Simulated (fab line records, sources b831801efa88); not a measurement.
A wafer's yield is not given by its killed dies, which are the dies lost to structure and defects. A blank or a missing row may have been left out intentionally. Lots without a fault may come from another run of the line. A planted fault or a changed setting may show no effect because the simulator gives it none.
fab line records | flow sky130
record: lots: 15 wafers: 45 last-day: 50
route steps=708 shown FIELD_ISO@15 PWDE@47 NWELL@79 VT_ADJUST_LVTN@106 VT_ADJUST_NCORE@126
lots that met no fault: from a run of the same line without faults
start-h: hours from the record's opening day to when the first of the lot's shown wafers began | wait-h: hours from the lot's prior step to this one | " the same as in the row above | L1.1+2: one row covering several wafers at once | - no value present, or no start provided | * or withheld: withheld | < > ~ a bound
route shown NAME@n: a module of which the file shows steps, and the number in the route of the first | usual: mean/standard deviation of fault-free wafers | same: alike in all rows | chamber/n: place in a boat | sites: the reading at each site | _std_site: the standard deviation of these | _edge_site: inner sites' mean taken away from outer sites' mean | radius-mm: how far each site lies from the wafer's centre | mask NAME#n: copy n | behind: the most recent tool/chamber to have shaped the wafer | hold: cause of the lot's hold/its duration in hours/its outcome | device: which transistor (n, p or np) failed to switch | end of line: the tests these same wafers got at the end of their route | step lacking rows: just its recipe | killed: at the first sort, the dies lost to defects and structure; wafer yield is something else | map: a wafer's dies, x killed, . not, _ none there
set.NAME: the setting as run; set.NAME@STEP: as run at that earlier step | model.NAME: the simulator's own value behind a step, which no gauge read
the route's steps for a sample of lots (tables are steps, rows are wafers)
services: from which hour (start-h, from the record's first day; less than 0 if before it) a tool's chamber was out of use, for how many hours, and why
== steps ==
step: SKY_FIELD_ISO_ETCH_14
recipe: chemistry: N2/H2 target: BARC ion-energy-ev: 200 source-w: 500 bias-w: 100 pressure-mtorr: 30 n2-flow-sccm: 100 h2-flow-sccm: 200 stop-on: SiO2 time-s: 45.9 target-depth-a: 600
usual: drypump-motor-current-A: 5.7/0.41 h2-flow-sccm: 200.1/0.57 oes-product-au: 0.854/0.0048 throttle-valve-pct: 13.225/0.0083
columns lot.wafer tool chamber start-h wait-h drypump-motor-current-A h2-flow-sccm oes-product-au rf-hours-counter-h throttle-valve-pct
L511.1 rie-diel-02 0 31.10 0.1 6.1 199.9 0.856 143 13.231
L511.2 " 3 " " 5.6 200.1 0.852 146 13.221
L511.5 " 1 " " 5.6 200.0 0.857 - 13.223
L512.1 rie-diel-02 2 35.05 0.1 5.6 200.8 0.863 2 13.238
L512.2 " 1 " " 5.6 199.8 0.857 114 13.229
L512.4 " 3 " " 5.6 199.7 0.852 146 13.221
L513.3 rie-diel-04 1 40.15 0.1 5.0 199.9 0.855 2 13.219
L513.5 " 1 " " 5.0 200.0 0.850 - 13.226
L513.6 " 0 " " 6.0 200.3 0.857 - 13.239
L514.1 rie-diel-02 3 46.15 0.1 5.6 199.9 0.849 146 13.236
L514.4 " 1 " " 5.6 199.7 0.849 114 13.210
L514.5 " 1 " " 5.6 200.6 0.857 - 13.228
L515.2 rie-diel-01 3 49.49 0.1 6.0 200.3 0.847 171 13.217
L515.3 " 2 " " 5.2 200.3 0.856 160 13.215
L515.5 " 0 " " 6.1 198.7 0.853 - 13.232
L516.2 rie-diel-01 0 54.04 0.1 6.1 199.4 0.851 78 13.242
L516.4 " 1 " " 5.1 199.7 0.844 33 13.224
L516.6 " 2 " " 5.2 200.3 0.853 - 13.218
L517.1 rie-diel-04 1 59.10 0.1 5.0 200.3 0.849 3 13.224
L517.2 " 2 " " 6.2 200.0 0.850 44 13.215
L517.4 " 0 " " 6.0 200.5 0.856 47 13.220
L518.4 rie-diel-01 0 67.07 0.1 6.1 200.2 0.864 - 13.217
L518.5 " 2 " " 5.2 200.4 0.856 - 13.225
L518.6 " 1 " " 5.1 199.6 0.860 - 13.242
L523.1 rie-diel-04 3 91.40 0.1 5.9 199.6 0.852 99 13.231
L523.4 " 1 " " 5.0 200.6 0.857 3 13.234
L523.5 " 0 " " 6.0 199.3 0.858 - 13.219
L524.2 rie-diel-04 0 95.90 0.1 6.0 199.6 0.858 48 13.227
L524.3 " 2 " " 6.2 199.7 0.850 45 13.227
L524.5 " 3 " " 5.9 200.1 0.855 - 13.228
L527.2 rie-diel-01 2 111.89 0.1 5.2 200.2 0.858 161 13.222
L527.4 " 1 " " 5.1 199.4 0.861 34 13.225
L527.6 " 1 " " 5.1 200.6 0.852 - 13.207
L529.1 rie-diel-04 1 121.34 0.1 5.0 201.3 0.856 4 13.228
L529.4 " 3 " " 5.9 200.1 0.858 100 13.233
L529.5 " 3 " " 5.9 200.7 0.861 - 13.225
L531.1 rie-diel-02 0 138.05 0.1 6.1 200.2 0.856 145 13.208
L531.4 " 3 " " 5.6 199.8 0.852 148 13.231
L531.5 " 1 " " 5.6 200.0 0.861 - 13.229
L532.2 rie-diel-02 2 142.40 0.1 5.6 200.7 0.851 4 13.212
L532.3 " 1 " " 5.6 199.0 0.855 116 13.220
L532.4 " 3 " " 5.6 200.2 0.853 148 13.227
L533.1 rie-diel-01 0 147.14 0.1 6.1 199.8 0.847 80 13.221
L533.2 " 1 " " 5.1 200.1 0.862 35 13.218
L533.4 " 3 " " 6.0 199.3 0.849 1 13.229
step: SKY_PWDE_COAT_02
recipe: spin-rpm: 2000 resist-thk-nm: 3000
usual: dispense-pressure-kPa: 50/5.2 exhaust-pa: 45.0/0.91
columns lot.wafer tool chamber start-h wait-h dispense-pressure-kPa exhaust-pa
L511.1 litho-track-04 0 60.53 0.1 51 43.8
L511.2 " 0 " " 51 45.4
L511.5 " 0 " " 51 45.3
L512.1 litho-track-04 0 66.78 0.1 51 44.6
L512.2 " 0 " " 51 44.5
L512.4 " 0 " " 51 45.0
L513.3 litho-track-04 0 72.58 0.1 51 44.7
L513.5 " 0 " " 51 44.3
L513.6 " 0 " " 51 43.9
L514.1 litho-track-02 0 79.59 0.1 44 44.1
L514.4 " 0 " " 44 43.3
L514.5 " 0 " " 44 43.4
L515.2 litho-track-02 0 82.22 0.1 44 44.9
L515.3 " 0 " " 44 46.4
L515.5 " 0 " " 44 45.7
L516.2 litho-track-04 0 86.46 0.1 51 44.9
L516.4 " 0 " " 51 46.8
L516.6 " 0 " " 51 44.1
L517.1 litho-track-02 0 93.74 0.1 44 44.4
L517.2 " 0 " " 44 44.7
L517.4 " 0 " " 44 44.5
L518.4 litho-track-04 0 100.51 0.1 51 44.8
L518.5 " 0 " " 51 45.8
L518.6 " 0 " " 51 46.4
L523.1 litho-track-02 0 124.69 0.1 44 43.6
L523.4 " 0 " " 44 44.8
L523.5 " 0 " " 44 43.8
L524.2 litho-track-02 0 128.97 0.1 44 44.8
L524.3 " 0 " " 44 44.0
L524.5 " 0 " " 44 45.0
L527.2 litho-track-02 0 148.72 0.1 44 45.2
L527.4 " 0 " " 44 45.3
L527.6 " 0 " " 44 46.3
L529.1 litho-track-04 0 156.38 0.1 51 45.2
L529.4 " 0 " " 51 44.7
L529.5 " 0 " " 51 44.7
L531.1 litho-track-04 0 172.23 0.1 51 44.3
L531.4 " 0 " " 51 45.5
L531.5 " 0 " " 51 45.7
L532.2 litho-track-04 0 179.11 0.1 51 44.3
L532.3 " 0 " " 51 44.0
L532.4 " 0 " " 51 45.6
L533.1 litho-track-03 0 186.72 0.1 59 42.4
L533.2 " 0 " " 59 45.0
L533.4 " 0 " " 59 44.8
step: SKY_PWDE_STRIP_09
recipe: chemistry: O2/N2 power-w: 1400 pressure-mtorr: 1500 platen-temp-c: withheld o2-flow-sccm: 3000 n2-flow-sccm: 300 overash-fraction: 0.5
usual: drypump-motor-current-A: 5.7/0.34 oes-product-au: 0.723/0.0044 strip-time-to-endpoint-s: 37.00/0.11
columns lot.wafer tool chamber start-h wait-h drypump-motor-current-A oes-product-au rf-hours-counter-h strip-time-to-endpoint-s
L511.1 plasma-asher-01 0 68.97 0.1 5.6 0.720 35 37.19
L511.2 " 1 " " 5.7 0.722 35 37.23
L511.5 " 1 " " 5.7 0.734 - 37.13
L512.1 plasma-asher-02 0 74.97 0.1 6.7 0.719 29 37.14
L512.2 " 1 " " 5.1 0.723 29 37.08
L512.4 " 1 " " 5.1 0.722 - 37.05
L513.3 plasma-asher-04 0 81.76 0.1 5.6 0.716 - 36.97
L513.5 " 0 " " 5.6 0.725 - 37.05
L513.6 " 1 " " 5.9 0.724 - 36.98
L514.1 plasma-asher-01 1 87.97 0.1 5.7 0.727 37 36.89
L514.4 " 1 " " 5.6 0.723 - 36.87
L514.5 " 0 " " 5.6 0.727 - 36.92
L515.2 plasma-asher-01 0 90.51 0.1 5.7 0.721 37 37.00
L515.3 " 1 " " 5.6 0.717 - 36.95
L515.5 " 0 " " 5.7 0.722 - 37.07
L516.2 plasma-asher-04 1 95.66 0.1 5.9 0.729 41 36.93
L516.4 " 1 " " 5.9 0.719 - 36.90
L516.6 " 1 " " 5.9 0.715 - 36.89
L517.1 plasma-asher-04 0 104.11 0.1 5.6 0.724 42 37.00
L517.2 " 1 " " 5.9 0.714 42 37.11
L517.4 " 1 " " 5.9 0.724 - 37.23
L518.4 plasma-asher-01 1 109.81 0.1 5.6 0.726 - 36.98
L518.5 " 1 " " 5.7 0.726 - 36.88
L518.6 " 0 " " 5.6 0.727 - 36.94
L523.1 plasma-asher-04 0 134.46 0.1 5.6 0.426 45 4.36
L523.4 " 1 " " 5.9 0.720 - 36.98
L523.5 " 0 " " 5.6 0.414 - 4.36
L524.2 plasma-asher-04 1 139.66 0.1 5.9 0.724 45 37.25
L524.3 " 0 " " 5.6 0.729 - 37.09
L524.5 " 1 " " 5.9 0.420 - 4.39
L527.2 plasma-asher-02 1 159.42 0.1 5.1 0.718 37 37.02
L527.4 " 1 " " 5.1 0.723 - 37.09
L527.6 " 0 " " 6.6 0.416 - 4.37
L529.1 plasma-asher-01 0 166.76 0.1 5.6 0.710 45 36.93
L529.4 " 0 " " 5.6 0.722 - 36.94
L529.5 " 0 " " 5.6 0.718 - 37.01
L531.1 plasma-asher-02 0 183.46 0.1 6.6 0.714 39 37.18
L531.4 " 0 " " 6.6 0.721 - 37.04
L531.5 " 1 " " 5.1 0.721 - 37.15
L532.2 plasma-asher-04 0 190.13 0.1 5.6 0.724 50 36.93
L532.3 " 1 " " 5.9 0.722 - 36.94
L532.4 " 0 " " 5.6 0.728 - 36.87
L533.1 plasma-asher-01 0 197.86 0.1 5.7 0.726 48 36.86
L533.2 " 1 " " 5.7 0.724 48 36.89
L533.4 " 1 " " 5.7 0.723 - 36.96
step: SKY_NWELL_TW_MEAS_26
usual: NWELL_2_TW: 492/4.7
columns lot.wafer tool chamber start-h wait-h NWELL_2_TW
L511.1 film-metro-01 - 105.15 0.1 498
L511.2 " - " " 498
L511.5 " - " " 497
L512.1 film-metro-02 - 110.37 0.1 489
L512.2 " - " " 488
L512.4 " - " " 487
L513.3 film-metro-01 - 118.30 0.1 496
L513.5 " - " " 499
L513.6 " - " " 498
L514.1 film-metro-01 - 124.41 0.1 493
L514.4 " - " " 495
L514.5 " - " " 494
L515.2 film-metro-03 - 128.29 0.1 494
L515.3 " - " " 495
L515.5 " - " " 496
L516.2 film-metro-01 - 131.26 0.1 497
L516.4 " - " " 492
L516.6 " - " " 497
L517.1 film-metro-01 - 141.71 0.1 495
L517.2 " - " " 495
L517.4 " - " " 497
L518.4 film-metro-02 - 148.53 0.1 486
L518.5 " - " " 490
L518.6 " - " " 488
L523.1 film-metro-02 - 174.35 0.1 535
L523.4 " - " " 484
L523.5 " - " " 534
L524.2 film-metro-01 - 181.56 0.1 497
L524.3 " - " " 495
L524.5 " - " " 548
L527.2 film-metro-02 - 202.11 0.1 491
L527.4 " - " " 490
L527.6 " - " " 537
L529.1 film-metro-02 - 208.93 0.1 486
L529.4 " - " " 488
L529.5 " - " " 488
L531.1 film-metro-01 - 227.91 0.1 496
L531.4 " - " " 499
L531.5 " - " " 495
L532.2 film-metro-02 - 235.32 0.1 488
L532.3 " - " " 486
L532.4 " - " " 490
L533.1 film-metro-02 - 242.55 0.1 485
L533.2 " - " " 486
L533.4 " - " " 485
step: SKY_VT_ADJUST_LVTN_STRIP_09
recipe: chemistry: O2/N2 power-w: 1400 pressure-mtorr: 1500 platen-temp-c: withheld o2-flow-sccm: 3000 n2-flow-sccm: 300 overash-fraction: 0.5
usual: drypump-motor-current-A: 5.9/0.49 oes-product-au: 0.723/0.0045 strip-time-to-endpoint-s: 36.97/0.12
columns lot.wafer tool chamber start-h wait-h drypump-motor-current-A oes-product-au rf-hours-counter-h strip-time-to-endpoint-s
L511.1 plasma-asher-01 0 142.85 0.1 5.7 0.728 42 37.10
L511.2 " 1 " " 5.7 0.730 42 37.08
L511.5 " 1 " " 5.7 0.727 - 37.02
L512.1 plasma-asher-02 1 149.70 0.1 5.1 0.721 36 37.26
L512.2 " 0 " " 6.6 0.721 36 37.22
L512.4 " 1 " " 5.1 0.731 - 37.19
L513.3 plasma-asher-03 0 157.93 0.1 6.2 0.719 - 37.18
L513.5 " 0 " " 6.2 0.728 - 37.08
L513.6 " 1 " " 5.7 0.724 - 37.01
L514.1 plasma-asher-03 0 163.82 0.1 6.2 0.718 5 37.04
L514.4 " 1 " " 5.8 0.722 - 37.09
L514.5 " 1 " " 5.8 0.718 - 37.04
L515.2 plasma-asher-02 1 169.05 0.1 5.1 0.721 38 36.98
L515.3 " 0 " " 6.6 0.721 - 36.91
L515.5 " 0 " " 6.6 0.728 - 36.92
L516.2 plasma-asher-02 1 171.25 0.1 5.1 0.720 38 36.91
L516.4 " 0 " " 6.6 0.728 - 37.04
L516.6 " 1 " " 5.1 0.724 - 36.97
L517.1 plasma-asher-01 0 182.63 0.1 5.6 0.725 46 36.97
L517.2 " 1 " " 5.6 0.726 46 36.99
L517.4 " 0 " " 5.6 0.717 - 36.99
L518.4 plasma-asher-03 1 189.81 0.1 5.8 0.726 - 36.98
L518.5 " 1 " " 5.8 0.722 - 36.93
L518.6 " 0 " " 6.2 0.729 - 36.99
L523.1 plasma-asher-02 0 217.77 0.1 6.6 0.726 43 36.93
L523.4 " 1 " " 5.1 0.717 - 37.13
L523.5 " 0 " " 6.6 0.718 - 36.90
L524.2 plasma-asher-02 0 225.32 0.1 6.6 0.727 44 37.05
L524.3 " 1 " " 5.1 0.723 - 37.00
L524.5 " 1 " " 5.1 0.733 - 37.13
L527.2 plasma-asher-02 1 251.40 0.1 5.1 0.728 46 36.78
L527.4 " 0 " " 6.6 0.717 - 36.99
L527.6 " 0 " " 6.6 0.720 - 36.86
L529.1 plasma-asher-03 1 255.17 0.1 5.8 0.722 14 36.70
L529.4 " 0 " " 6.2 0.718 - 36.66
L529.5 " 1 " " 5.8 0.726 - 36.65
L531.1 plasma-asher-03 0 275.80 0.1 6.2 0.721 16 36.97
L531.4 " 1 " " 5.8 0.721 - 36.95
L531.5 " 1 " " 5.7 0.722 - 37.06
L532.2 plasma-asher-01 0 283.63 0.1 5.7 0.719 54 36.98
L532.3 " 1 " " 5.6 0.717 - 36.98
L532.4 " 0 " " 5.7 0.722 - 36.92
L533.1 plasma-asher-02 0 290.93 0.1 6.6 0.717 50 36.90
L533.2 " 1 " " 5.1 0.723 50 36.85
L533.4 " 0 " " 6.6 0.726 - 36.90
step: SKY_VT_ADJUST_NCORE_CD_MEAS_07
recipe: target-cd-nm: 380
usual: cd-nm: 380.3/3
columns lot.wafer tool chamber start-h wait-h cd-nm
L511.1 cd-sem-01 - 182.57 0.1 378.9
L511.2 " - " " 376.4
L511.5 " - " " 376.4
L512.1 cd-sem-01 - 190.62 0.1 386.4
L512.2 " - " " 384.6
L512.4 " - " " 386.2
L513.3 cd-sem-02 - 198.62 0.1 383.8
L513.5 " - " " 383.5
L513.6 " - " " 385.8
L514.1 cd-sem-02 - 205.44 0.1 377.9
L514.4 " - " " 382.0
L514.5 " - " " 380.6
L515.2 cd-sem-01 - 212.54 0.1 384.1
L515.3 " - " " 384.4
L515.5 " - " " 382.3
L516.2 cd-sem-02 - 215.75 0.1 384.9
L516.4 " - " " 384.4
L516.6 " - " " 385.6
L517.1 cd-sem-01 - 226.49 0.1 377.9
L517.2 " - " " 378.5
L517.4 " - " " 381.3
L518.4 cd-sem-01 - 232.93 0.1 379.3
L518.5 " - " " 379.3
L518.6 " - " " 379.6
L523.1 cd-sem-01 - 264.12 0.1 377.2
L523.4 " - " " 378.6
L523.5 " - " " 378.4
L524.2 cd-sem-01 - 272.14 0.1 383.3
L524.3 " - " " 383.4
L524.5 " - " " 382.4
L527.2 cd-sem-02 - 300.71 0.1 382.5
L527.4 " - " " 380.5
L527.6 " - " " 383.8
L529.1 cd-sem-02 - 304.22 0.1 376.4
L529.4 " - " " 376.7
L529.5 " - " " 380.3
L531.1 cd-sem-02 - 325.98 0.1 377.1
L531.4 " - " " 378.9
L531.5 " - " " 378.9
L532.2 cd-sem-01 - 334.31 0.1 381.7
L532.3 " - " " 378.7
L532.4 " - " " 380.1
L533.1 cd-sem-01 - 342.93 0.1 376.1
L533.2 " - " " 377.8
L533.4 " - " " 375.6
== services ==
columns tool chamber start-h hours kind
rie-diel-02 1 9.96 10.2 repair
plasma-asher-04 - 12.39 2.1 repair
plasma-asher-01 - 24.99 0.9 repair
rie-diel-02 0 58.91 9.7 repair
rie-diel-01 3 59.89 - clean
rie-diel-01 3 59.89 25.1 scheduled-down
rie-diel-01 3 59.89 25.1 vent-cycle
plasma-asher-04 - 61.94 4.0 pm
rie-diel-04 2 74.60 11.0 repair
plasma-asher-03 - 108.75 9.0 pm
plasma-asher-03 0 108.75 9.0 vent-cycle
plasma-asher-03 1 108.75 9.0 vent-cycle
rie-diel-01 2 115.24 - clean
rie-diel-01 2 115.24 - consumable-replace:esc
rie-diel-01 2 115.24 29.4 scheduled-down
rie-diel-01 2 115.24 29.4 vent-cycle
rie-diel-04 2 124.70 5.6 repair
plasma-asher-03 - 181.77 3.6 repair
rie-diel-02 1 204.56 14.0 repair
plasma-asher-01 - 205.88 26.2 repair
rie-diel-02 1 226.82 21.5 repair
plasma-asher-02 - 230.34 2.8 pm
rie-diel-02 3 239.50 10.4 repair
rie-diel-01 1 288.95 12.5 repair
== key ==
first-sign: step: SKY_PWDE_STRIP_09 reading: strip-time-to-endpoint-s direction: down sigmas: 99+ usual: * struck: *
effect: step: SKY_PWDE_STRIP_09 reading: oes-product-au direction: down sigmas: 70 usual: 0.723 struck: 0.419
effect: step: SKY_NWELL_TW_MEAS_26 reading: NWELL_2_TW direction: up sigmas: 9.8 usual: 492 struck: 538
met-at SKY_PWDE_COAT_02
struck-lots L523,L524,L527
struck-wafers L523.1,L523.5,L524.5,L527.6
sort-left-out L523.1,L523.5,L524.5,L527.6
tester-left-out L523,L524,L527
not-acting-at SKY_FIELD_ISO_ETCH_14,SKY_VT_ADJUST_LVTN_STRIP_09,SKY_VT_ADJUST_NCORE_CD_MEAS_07
onset-between 93.74 124.69
fault: kind: process-parameter-drift tool: litho-track-02 chamber: - onset-h: 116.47 steps: SKY_PWDE_COAT_02 channel: resist-thk-nm offset: -2700 shape: step end-h: 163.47 scope: struck-wafers-only acts-in: these-recipes-only stated: 3000
tester-left-out: of these lots the tester's yield and bins aren't shown, on N5 and GAA mostly nor the transistor test; their killed dies are dies lost to structure and defects alone, not to doping, threshold or leakage, so they don't give the yield
sort-left-out: the simulated sort isn't trusted on such a fault, so these wafers' sort isn't shown, and their yield isn't known
